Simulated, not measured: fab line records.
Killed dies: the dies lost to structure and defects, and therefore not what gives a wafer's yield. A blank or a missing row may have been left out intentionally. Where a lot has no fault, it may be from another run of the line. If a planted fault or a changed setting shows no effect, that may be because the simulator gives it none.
fab line records ; flow sky130
[record] lots = 7; wafers = 21; lastDay = 50
route steps=708 shown SD_N@350 SD_P@359 RES_XHIGH@360 SALICIDE@361 LI_CONTACT@362 PAD_OPEN@708
lots untouched by any fault: they come from a run of this same line in which no faults occurred
startH: hours from the record's opening day to when the first of the lot's shown wafers began ; waitH: hours elapsed since this lot's preceding step ; " identical to the entry in the row above ; L1.1+2: one row covering several wafers at once ; - no value, or no start given ; * or withheld: withheld ; < > ~ a bound
route shown NAME@n: names a module that has steps shown in the file, with the first one's number in the route ; usual: mean/standard deviation taken from wafers without a fault ; same: alike in all rows ; chamber/n: place in a boat ; sites: readings site by site ; _std_site: the values' standard deviation ; _edge_site: inner sites' mean taken away from outer sites' mean ; radiusMm: how far each site lies from the wafer's centre ; mask NAME#n: copy n ; behind: the most recent tool/chamber to have shaped the wafer ; hold: why the lot was held/for how many hours/how that ended ; device: the transistor (n, p or np) that didn't switch ; end of line: the same wafers' tests at the end of the route ; a step given without rows: its recipe and nothing more ; killed: count of dies lost to structure and defects at first sort (not the wafer's yield) ; map: a wafer's dies, marking killed ones x, the rest . and places with no die _
set.NAME: the run value of the setting; set.NAME@STEP: its run value at that earlier step ; model.NAME: the simulator's own value behind a step, which no gauge read
lots at selected steps of the route; one table per step, one row per wafer
services: a tool's chamber out of use, with start hour (startH, from the record's first day; less than 0 if before it), hours out, and reason
[[steps]]
[step SKY_SD_N_OVL_MEAS_08]
[usual] SD_N_OVL = -0.5/1.8
lot.wafer;tool;chamber;startH;waitH;SD_N_OVL[nm]
L451.4;overlay-01;-;694.46;0.1;-3.1
L451.5;overlay-01;-;694.46;0.1;-2.5
L451.6;overlay-01;-;694.46;0.1;-3.1
L452.2;overlay-02;-;703.31;0.1;-0.1
L452.3;overlay-02;-;703.31;0.1;-2.2
L452.6;overlay-02;-;703.31;0.1;-0.8
L461.2;overlay-01;-;783.55;0.1;-3.1
L461.3;overlay-01;-;783.55;0.1;-3.7
L461.6;overlay-01;-;783.55;0.1;-4.6
L463.2;overlay-01;-;793.75;0.1;-1.2
L463.3;overlay-01;-;793.75;0.1;-2.9
L463.4;overlay-01;-;793.75;0.1;-2.6
L464.1;overlay-02;-;797.95;0.1;2.1
L464.2;overlay-02;-;797.95;0.1;1.4
L464.6;overlay-02;-;797.95;0.1;2.2
L468.1;overlay-02;-;822.09;0.1;0.3
L468.3;overlay-02;-;822.09;0.1;0.0
L468.6;overlay-02;-;822.09;0.1;1.2
L470.3;overlay-02;-;833.36;0.1;1.6
L470.4;overlay-02;-;833.36;0.1;2.7
L470.6;overlay-02;-;833.36;0.1;2.2
[step SKY_SD_N_IMPLANT_09]
[recipe] species = As; energyKev = 50; doseCm2 = 4e+15; tiltDeg = 0
[step SKY_SD_N_IMPLANT_10]
[recipe] species = P; energyKev = 20; doseCm2 = 1e+14; tiltDeg = 0
[step SKY_SD_N_STRIP_11]
[recipe] chemistry = O2/N2; powerW = 1400; pressureMtorr = 1500; platenTempC = withheld; o2FlowSccm = 3000; n2FlowSccm = 300; overashFraction = 0.5
[usual] drypumpMotorCurrentA = 6.1/0.6; oesProductAu = 0.528/0.0051; stripTimeToEndpointS = 22.55/0.037
lot.wafer;tool;chamber;startH;waitH;drypumpMotorCurrentA;oesProductAu;rfHoursCounterH;stripTimeToEndpointS
L451.4;plasmaAsher-01;1;694.81;0.1;5.6;0.528;-;22.54
L451.5;plasmaAsher-01;0;694.81;0.1;5.1;0.523;-;22.56
L451.6;plasmaAsher-01;1;694.81;0.1;5.6;0.525;-;22.57
L452.2;plasmaAsher-03;0;703.64;0.1;5.9;0.528;88;22.55
L452.3;plasmaAsher-03;1;703.64;0.1;6.8;0.526;-;22.55
L452.6;plasmaAsher-03;0;703.64;0.1;5.9;0.533;-;22.55
L461.2;plasmaAsher-03;0;783.88;0.1;5.9;0.522;96;22.53
L461.3;plasmaAsher-03;1;783.88;0.1;6.8;0.533;-;22.57
L461.6;plasmaAsher-03;1;783.88;0.1;6.8;0.517;-;22.54
L463.2;plasmaAsher-03;1;794.08;0.1;6.8;0.534;98;22.60
L463.3;plasmaAsher-03;1;794.08;0.1;6.8;0.525;-;22.57
L463.4;plasmaAsher-03;0;794.08;0.1;5.9;0.522;-;22.61
L464.1;plasmaAsher-03;1;798.29;0.1;6.8;0.525;99;22.53
L464.2;plasmaAsher-03;0;798.29;0.1;5.9;0.530;99;22.53
L464.6;plasmaAsher-03;1;798.29;0.1;6.8;0.526;-;22.53
L468.1;plasmaAsher-04;1;822.43;0.1;6.3;0.528;7;22.54
L468.3;plasmaAsher-04;0;822.43;0.1;6.5;0.528;-;22.55
L468.6;plasmaAsher-04;1;822.43;0.1;6.3;0.522;-;22.53
L470.3;plasmaAsher-01;0;833.71;0.1;5.1;0.536;-;22.56
L470.4;plasmaAsher-01;1;833.71;0.1;5.6;0.543;-;22.55
L470.6;plasmaAsher-01;0;833.71;0.1;5.1;0.529;-;22.57
[step SKY_SD_N_TW_MEAS_12]
[usual] SD_N_TW = 3968/47
lot.wafer;tool;chamber;startH;waitH;SD_N_TW
L451.4;filmMetro-03;-;694.91;0.1;3887
L451.5;filmMetro-03;-;694.91;0.1;3891
L451.6;filmMetro-03;-;694.91;0.1;3901
L452.2;filmMetro-02;-;703.75;0.1;4015
L452.3;filmMetro-02;-;703.75;0.1;4042
L452.6;filmMetro-02;-;703.75;0.1;4029
L461.2;filmMetro-03;-;783.99;0.1;3923
L461.3;filmMetro-03;-;783.99;0.1;3923
L461.6;filmMetro-03;-;783.99;0.1;3915
L463.2;filmMetro-01;-;794.19;0.1;3938
L463.3;filmMetro-01;-;794.19;0.1;3957
L463.4;filmMetro-01;-;794.19;0.1;3940
L464.1;filmMetro-01;-;798.39;0.1;3965
L464.2;filmMetro-01;-;798.39;0.1;3949
L464.6;filmMetro-01;-;798.39;0.1;3928
L468.1;filmMetro-03;-;822.53;0.1;3960
L468.3;filmMetro-03;-;822.53;0.1;3944
L468.6;filmMetro-03;-;822.53;0.1;3934
L470.3;filmMetro-03;-;833.80;0.1;3957
L470.4;filmMetro-03;-;833.80;0.1;3952
L470.6;filmMetro-03;-;833.80;0.1;3967
[step SKY_SD_N_CLEAN_13]
[recipe] chemistry = SC1/SC2; mix = 1:4:20; tempC = 70; timeS = 150; dry = n2Spin
[step SKY_SD_N_RTA_14]
[recipe] tempC = 1075; timeS = 2; idleTempC = 650; rampUpCPerS = 150; rampDownCPerS = 90; ambient = N2
[usual] annealTempCMax = 1081.4/1.4; lampPowerPct = 15.73/0.058; wafer_temp_C_max = 1078.1/1.3
lot.wafer;tool;chamber;startH;waitH;annealTempCMax;lampPowerPct;wafer_temp_C_max
L451.4;rtpAnneal-01;0;695.02;0.0;1080.8;15.76;1078.0
L451.5;rtpAnneal-01;0;695.02;0.0;1079.3;15.62;1077.9
L451.6;rtpAnneal-01;0;695.02;0.0;1079.9;15.71;1076.9
L452.2;rtpAnneal-01;0;703.86;0.0;1081.5;15.79;1078.0
L452.3;rtpAnneal-01;0;703.86;0.0;1080.1;15.74;1076.5
L452.6;rtpAnneal-01;0;703.86;0.0;1081.7;15.63;1077.0
L461.2;rtpAnneal-02;0;784.10;0.0;1080.8;15.80;1077.3
L461.3;rtpAnneal-02;0;784.10;0.0;1081.9;15.70;1077.8
L461.6;rtpAnneal-02;0;784.10;0.0;1080.1;15.80;1079.0
L463.2;rtpAnneal-02;0;794.34;0.0;1082.1;15.67;1077.8
L463.3;rtpAnneal-02;0;794.34;0.0;1084.7;15.73;1078.4
L463.4;rtpAnneal-02;0;794.34;0.0;1080.5;15.79;1079.2
L464.1;rtpAnneal-01;0;798.50;0.0;1081.3;15.73;1078.4
L464.2;rtpAnneal-01;0;798.50;0.0;1079.6;15.78;1076.5
L464.6;rtpAnneal-01;0;798.50;0.0;1079.4;15.75;1076.6
L468.1;rtpAnneal-01;0;822.64;0.0;1079.8;15.83;1078.9
L468.3;rtpAnneal-01;0;822.64;0.0;1080.1;15.79;1075.3
L468.6;rtpAnneal-01;0;822.64;0.0;1079.6;15.72;1077.2
L470.3;rtpAnneal-02;0;833.91;0.0;1081.5;15.78;1080.7
L470.4;rtpAnneal-02;0;833.91;0.0;1081.2;15.81;1077.4
L470.6;rtpAnneal-02;0;833.91;0.0;1080.9;15.63;1076.6
[step SKY_SD_N_RS_MEAS_16]
[recipe] thkMeasGauge = four-point-probe
[usual] SD_N_RS = 68.50/0.13
lot.wafer;tool;chamber;startH;waitH;SD_N_RS[ohm/sq]
L451.4;filmMetro-02;-;695.22;0.1;68.48
L451.5;filmMetro-02;-;695.22;0.1;68.38
L451.6;filmMetro-02;-;695.22;0.1;68.51
L452.2;filmMetro-01;-;704.04;0.1;68.66
L452.3;filmMetro-01;-;704.04;0.1;68.72
L452.6;filmMetro-01;-;704.04;0.1;68.68
L461.2;filmMetro-02;-;784.28;0.1;68.57
L461.3;filmMetro-02;-;784.28;0.1;68.41
L461.6;filmMetro-02;-;784.28;0.1;68.48
L463.2;filmMetro-03;-;794.57;0.1;68.57
L463.3;filmMetro-03;-;794.57;0.1;68.43
L463.4;filmMetro-03;-;794.57;0.1;68.33
L464.1;filmMetro-03;-;798.67;0.1;68.39
L464.2;filmMetro-03;-;798.67;0.1;68.44
L464.6;filmMetro-03;-;798.67;0.1;68.48
L468.1;filmMetro-01;-;822.82;0.1;68.52
L468.3;filmMetro-01;-;822.82;0.1;68.66
L468.6;filmMetro-01;-;822.82;0.1;68.69
L470.3;filmMetro-01;-;834.10;0.1;68.67
L470.4;filmMetro-01;-;834.10;0.1;68.60
L470.6;filmMetro-01;-;834.10;0.1;68.54
[step SKY_SD_N_RS_MEAS_17]
[recipe] thkMeasGauge = four-point-probe
[usual] SD_P_RS = 146.9/0.38
lot.wafer;tool;chamber;startH;waitH;SD_P_RS[ohm/sq]
L451.4;filmMetro-02;-;695.34;0.1;147.2
L451.5;filmMetro-02;-;695.34;0.1;147.1
L451.6;filmMetro-02;-;695.34;0.1;146.5
L452.2;filmMetro-01;-;704.16;0.1;146.7
L452.3;filmMetro-01;-;704.16;0.1;146.8
L452.6;filmMetro-01;-;704.16;0.1;147.0
L461.2;filmMetro-02;-;784.40;0.1;147.3
L461.3;filmMetro-02;-;784.40;0.1;147.2
L461.6;filmMetro-02;-;784.40;0.1;146.7
L463.2;filmMetro-03;-;794.69;0.1;147.4
L463.3;filmMetro-03;-;794.69;0.1;146.9
L463.4;filmMetro-03;-;794.69;0.1;146.7
L464.1;filmMetro-03;-;798.79;0.1;146.7
L464.2;filmMetro-03;-;798.79;0.1;146.6
L464.6;filmMetro-03;-;798.79;0.1;146.8
L468.1;filmMetro-01;-;822.94;0.1;147.4
L468.3;filmMetro-01;-;822.94;0.1;146.9
L468.6;filmMetro-01;-;822.94;0.1;147.1
L470.3;filmMetro-01;-;834.22;0.1;146.6
L470.4;filmMetro-01;-;834.22;0.1;147.0
L470.6;filmMetro-01;-;834.22;0.1;146.7
[step SKY_SD_N_RS_MEAS_18]
[recipe] thkMeasGauge = four-point-probe
[usual] RES_XHIGH_RS = 332.9/1.3
lot.wafer;tool;chamber;startH;waitH;RES_XHIGH_RS[ohm/sq]
L451.4;filmMetro-02;-;695.46;0.1;333.5
L451.5;filmMetro-02;-;695.46;0.1;332.0
L451.6;filmMetro-02;-;695.46;0.1;333.9
L452.2;filmMetro-01;-;704.28;0.1;333.4
L452.3;filmMetro-01;-;704.28;0.1;334.3
L452.6;filmMetro-01;-;704.28;0.1;333.0
L461.2;filmMetro-02;-;784.52;0.1;331.3
L461.3;filmMetro-02;-;784.52;0.1;330.5
L461.6;filmMetro-02;-;784.52;0.1;331.3
L463.2;filmMetro-03;-;794.81;0.1;333.0
L463.3;filmMetro-03;-;794.81;0.1;332.8
L463.4;filmMetro-03;-;794.81;0.1;333.7
L464.1;filmMetro-03;-;798.91;0.1;332.6
L464.2;filmMetro-03;-;798.91;0.1;332.9
L464.6;filmMetro-03;-;798.91;0.1;333.8
L468.1;filmMetro-01;-;823.06;0.1;333.8
L468.3;filmMetro-01;-;823.06;0.1;334.4
L468.6;filmMetro-01;-;823.06;0.1;333.6
L470.3;filmMetro-01;-;834.34;0.1;333.1
L470.4;filmMetro-01;-;834.34;0.1;333.9
L470.6;filmMetro-01;-;834.34;0.1;334.3
[step SKY_SALICIDE_CLEAN_00]
[recipe] chemistry = HF-last; timeS = 30; dilution = 100:1; dry = ipaMarangoni
[step SKY_LI_CONTACT_HDPCVD_00]
[recipe] material = PSG; targetThkNm = 930; sigmaOpenFrac = 0.3; timeS = 155; tempC = 600; sih4FlowSccm = 60; pressureMtorr = 6
[usual] runLengthS = 183.2/0.71
lot.wafer;tool;chamber;startH;waitH;runLengthS;model.PSG_of_LI_CONTACT_HDPCVD_00.thkNm
L451.4;hdpcvd-02;2;695.59;0.1;184.2;931.7
L451.5;hdpcvd-02;1;695.59;0.1;183.6;925.5
L451.6;hdpcvd-02;0;695.59;0.1;183.1;915.7
L452.2;hdpcvd-01;0;704.40;0.0;182.1;914.6
L452.3;hdpcvd-01;1;704.40;0.0;183.1;906.1
L452.6;hdpcvd-01;2;704.40;0.0;182.3;913
L461.2;hdpcvd-01;2;784.64;0.0;182.3;919.6
L461.3;hdpcvd-01;0;784.64;0.0;256.5;1362
L461.6;hdpcvd-01;0;784.64;0.0;255.9;1366
L463.2;hdpcvd-01;1;794.93;0.0;183.5;920.4
L463.3;hdpcvd-01;2;794.93;0.0;181.9;920.2
L463.4;hdpcvd-01;0;794.93;0.0;256.0;1380
L464.1;hdpcvd-01;2;799.05;0.0;182.2;914.1
L464.2;hdpcvd-01;0;799.05;0.0;256.2;1363
L464.6;hdpcvd-01;2;799.05;0.0;182.1;924.4
L468.1;hdpcvd-02;0;823.19;0.0;183.3;933.5
L468.3;hdpcvd-02;1;823.19;0.0;183.5;932.9
L468.6;hdpcvd-02;0;823.19;0.0;183.7;936
L470.3;hdpcvd-02;0;834.44;0.0;183.7;937.2
L470.4;hdpcvd-02;0;834.44;0.0;182.9;935.1
L470.6;hdpcvd-02;2;834.44;0.0;183.9;950.9
[step SKY_LI_CONTACT_THK_MEAS_01]
[recipe] reads = PSG_of_LI_CONTACT_HDPCVD_00
[usual] LI_CONTACT_HDPCVD_THK = 930/12
lot.wafer;tool;chamber;startH;waitH;LI_CONTACT_HDPCVD_THK[nm]
L451.4;filmMetro-03;-;695.67;0.0;931
L451.5;filmMetro-03;-;695.67;0.0;925
L451.6;filmMetro-03;-;695.67;0.0;916
L452.2;filmMetro-03;-;704.51;0.1;915
L452.3;filmMetro-03;-;704.51;0.1;906
L452.6;filmMetro-03;-;704.51;0.1;913
L461.2;filmMetro-01;-;784.75;0.1;919
L461.3;filmMetro-01;-;784.75;0.1;1362
L461.6;filmMetro-01;-;784.75;0.1;1364
L463.2;filmMetro-03;-;795.04;0.1;921
L463.3;filmMetro-03;-;795.04;0.1;920
L463.4;filmMetro-03;-;795.04;0.1;1380
L464.1;filmMetro-01;-;799.15;0.1;914
L464.2;filmMetro-01;-;799.15;0.1;1363
L464.6;filmMetro-01;-;799.15;0.1;925
L468.1;filmMetro-01;-;823.30;0.1;933
L468.3;filmMetro-01;-;823.30;0.1;933
L468.6;filmMetro-01;-;823.30;0.1;935
L470.3;filmMetro-02;-;834.56;0.1;937
L470.4;filmMetro-02;-;834.56;0.1;935
L470.6;filmMetro-02;-;834.56;0.1;951
[step SKY_LI_CONTACT_CMP_02]
[recipe] material = PSG; downForcePsi = 4; platenRpm = 60; padVelocityMS = 0.94248
[usual] motorCurrentA = 11.4/0.76; timeToEndpointS = 32.9/3
lot.wafer;tool;chamber;startH;waitH;motorCurrentA;timeToEndpointS
L451.4;cmp-02;1;695.85;0.2;11.7;30.6
L451.6;cmp-02;2;695.85;0.2;10.9;30.7
L451.5;cmp-02;3;695.85;0.2;11.4;31.3
L452.2;cmp-02;0;704.61;0.1;10.6;32.1
L452.3;cmp-02;1;704.61;0.1;11.6;29.5
L452.6;cmp-02;0;704.61;0.1;10.5;31.3
L461.3;cmp-01;3;784.80;0.0;13.2;74.3
L461.2;cmp-01;0;784.80;0.0;11.6;29.6
L461.6;cmp-01;3;784.80;0.0;13.6;75.4
L463.2;cmp-02;3;795.09;0.0;11.5;29.1
L463.4;cmp-02;0;795.09;0.0;10.5;74.2
L463.3;cmp-02;2;795.09;0.0;10.0;30.4
L464.1;cmp-02;3;799.26;0.1;10.9;30.3
L464.2;cmp-02;0;799.26;0.1;10.5;77.9
L464.6;cmp-02;3;799.26;0.1;12.2;31.1
L468.3;cmp-02;2;823.41;0.1;11.0;32.9
L468.1;cmp-02;0;823.41;0.1;10.6;32.3
L468.6;cmp-02;2;823.41;0.1;10.6;31.5
L470.4;cmp-02;0;834.65;0.1;10.2;33.7
L470.3;cmp-02;1;834.65;0.1;11.3;33.2
L470.6;cmp-02;0;834.65;0.1;10.3;38.1
[step SKY_LI_CONTACT_BOW_MEAS_03]
[recipe] mode = bow
[usual] LI_CONTACT_BOW = 55/6.8
lot.wafer;tool;chamber;startH;waitH;LI_CONTACT_BOW[um]
L451.4;filmMetro-02;-;696.06;0.2;68
L451.5;filmMetro-02;-;696.06;0.2;61
L451.6;filmMetro-02;-;696.06;0.2;57
L452.2;filmMetro-02;-;704.88;0.2;61
L452.3;filmMetro-02;-;704.88;0.2;47
L452.6;filmMetro-02;-;704.88;0.2;55
L461.2;filmMetro-01;-;785.12;0.2;61
L461.3;filmMetro-01;-;785.12;0.2;58
L461.6;filmMetro-01;-;785.12;0.2;58
L463.2;filmMetro-01;-;795.41;0.3;55
L463.3;filmMetro-01;-;795.41;0.3;59
L463.4;filmMetro-01;-;795.41;0.3;57
L464.1;filmMetro-03;-;799.51;0.2;62
L464.2;filmMetro-03;-;799.51;0.2;47
L464.6;filmMetro-03;-;799.51;0.2;54
L468.1;filmMetro-02;-;823.66;0.1;54
L468.3;filmMetro-02;-;823.66;0.1;62
L468.6;filmMetro-02;-;823.66;0.1;57
L470.3;filmMetro-02;-;834.94;0.2;60
L470.4;filmMetro-02;-;834.94;0.2;55
L470.6;filmMetro-02;-;834.94;0.2;62
[step SKY_PAD_OPEN_PROBE_99]
[usual] killed_at_M0_to_M3 = 43/6.4; killed_at_M4_up = 3.2/1.8; killedAtContacts = 25/5.5; killedAtFrontEnd = 16/5.2; killedAtOther = 0.3/0.49; killedDies = 88/10; killedOpen = 48/7; killedShort = 40/7.1
[same] grossDies = 492; killedAtBackSide = 0
lot.wafer;tool;chamber;startH;waitH;killed_at_M0_to_M3;killed_at_M4_up;killedAtContacts;killedAtFrontEnd;killedAtOther;killedDies;killedOpen;killedShort
L451.4;prober-01;-;1112.54;0.2;44;5;26;18;0;93;49;44
L451.5;prober-01;-;1112.59;0.2;40;4;20;17;1;82;42;40
L451.6;prober-01;-;1112.64;0.2;50;3;32;13;0;98;51;47
L452.2;prober-01;-;1119.45;0.1;50;3;21;14;1;89;52;37
L452.3;prober-01;-;1119.50;0.2;39;3;20;20;0;82;51;31
L452.6;prober-01;-;1119.65;0.2;53;4;30;15;1;103;54;49
// killed by level:class
L451.4 VIA3:geometricParticle:open=10 METAL1:geometricParticle:short=8 CONTACT:geometricParticle:open=7 LOCAL_INTERCONNECT:geometricParticle:short=6 CONTACT:geometricParticle:short=6 VIA1:geometricParticle:open=6 VIA2:geometricParticle:open=6 FIELD_ISO:geometricParticle:open=4
L451.5 CONTACT:geometricParticle:open=8 METAL1:geometricParticle:short=7 VIA3:geometricParticle:open=7 LOCAL_INTERCONNECT:geometricParticle:short=5 VIA2:geometricParticle:short=5 VIA2:geometricParticle:open=5 FIELD_ISO:geometricParticle:open=4 SPACER:geometricParticle:open=4
L451.6 METAL1:geometricParticle:short=10 VIA1:geometricParticle:open=10 CONTACT:geometricParticle:open=9 LI_CONTACT:geometricParticle:open=8 VIA3:geometricParticle:open=8 LOCAL_INTERCONNECT:geometricParticle:short=7 CONTACT:geometricParticle:short=6 METAL2:geometricParticle:short=6
L452.2 VIA1:geometricParticle:open=11 VIA2:geometricParticle:open=9 CONTACT:geometricParticle:open=8 VIA3:geometricParticle:open=6 LI_CONTACT:geometricParticle:open=5 VIA1:geometricParticle:short=5 METAL2:geometricParticle:short=5 FIELD_ISO:geometricParticle:open=4
L452.3 VIA1:geometricParticle:open=11 LI_CONTACT:geometricParticle:open=8 CONTACT:geometricParticle:open=8 FIELD_ISO:geometricParticle:open=6 VIA1:geometricParticle:short=5 METAL2:geometricParticle:short=5 VIA2:geometricParticle:open=5 FIELD_ISO:geometricParticle:short=3
L452.6 VIA1:geometricParticle:open=15 CONTACT:geometricParticle:open=13 METAL2:geometricParticle:short=11 METAL1:geometricParticle:short=10 LI_CONTACT:geometricParticle:open=5 CONTACT:geometricParticle:short=5 LOCAL_INTERCONNECT:geometricParticle:short=4 VIA2:geometricParticle:open=4
[[services]]
tool;chamber;startH;hours;kind
plasmaAsher-04;-;679.44;2.8;pm
hdpcvd-02;-;686.29;0.8;pm
hdpcvd-02;0;711.85;6.6;repair
cmp-02;-;718.95;16.1;repair
cmp-01;-;726.09;2.9;repair
plasmaAsher-01;-;731.69;2.8;pm
plasmaAsher-04;-;733.75;9.0;pm
plasmaAsher-04;-;737.23;1.8;repair
hdpcvd-01;1;740.22;18.6;repair
cmp-02;-;744.37;4.0;pm
cmp-01;-;750.41;0.6;repair
cmp-01;-;754.43;0.5;repair
plasmaAsher-04;-;758.57;3.1;repair
cmp-01;-;760.50;2.1;repair
plasmaAsher-03;-;770.12;1.5;repair
rtpAnneal-01;-;771.50;5.0;pm
plasmaAsher-01;-;783.43;7.0;repair
plasmaAsher-01;-;788.89;2.9;repair
cmp-01;-;798.78;2.6;repair
hdpcvd-02;0;802.25;10.7;repair
hdpcvd-01;0;805.63;5.8;repair
hdpcvd-01;0;820.38;18.9;repair
plasmaAsher-04;-;830.00;13.5;repair
cmp-01;-;831.87;7.3;repair
[[key]]
[firstSign] step = SKY_LI_CONTACT_HDPCVD_00; reading = runLengthS; direction = up; sigmas = 99+; usual = *; struck = *
[effect] step = SKY_LI_CONTACT_THK_MEAS_01; reading = LI_CONTACT_HDPCVD_THK; direction = up; sigmas = 35; usual = 930; struck = 1367
[effect] step = SKY_LI_CONTACT_CMP_02; reading = timeToEndpointS; direction = up; sigmas = 14; usual = *; struck = *
[modelEffect] step = SKY_LI_CONTACT_HDPCVD_00; value = PSG_of_LI_CONTACT_HDPCVD_00.thkNm; without = 924; struck = 1368
metAt SKY_LI_CONTACT_HDPCVD_00
struckWafers L461.3,L461.6,L463.4,L464.2
testerLeftOut L461,L463,L464
onsetBetween 704.40 784.64
[fault] kind = processParameterDrift; tool = hdpcvd-01; chamber = 0; onsetH = 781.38; steps = SKY_LI_CONTACT_HDPCVD_00; channel = timeS; offset = *; shape = step; endH = 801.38; actsIn = *; stated = *
// testerLeftOut: of these lots the tester's yield and bins aren't shown, on N5 and GAA mostly nor the transistor test; their killed dies are dies lost to structure and defects alone, not to doping, threshold or leakage, so they don't give the yield
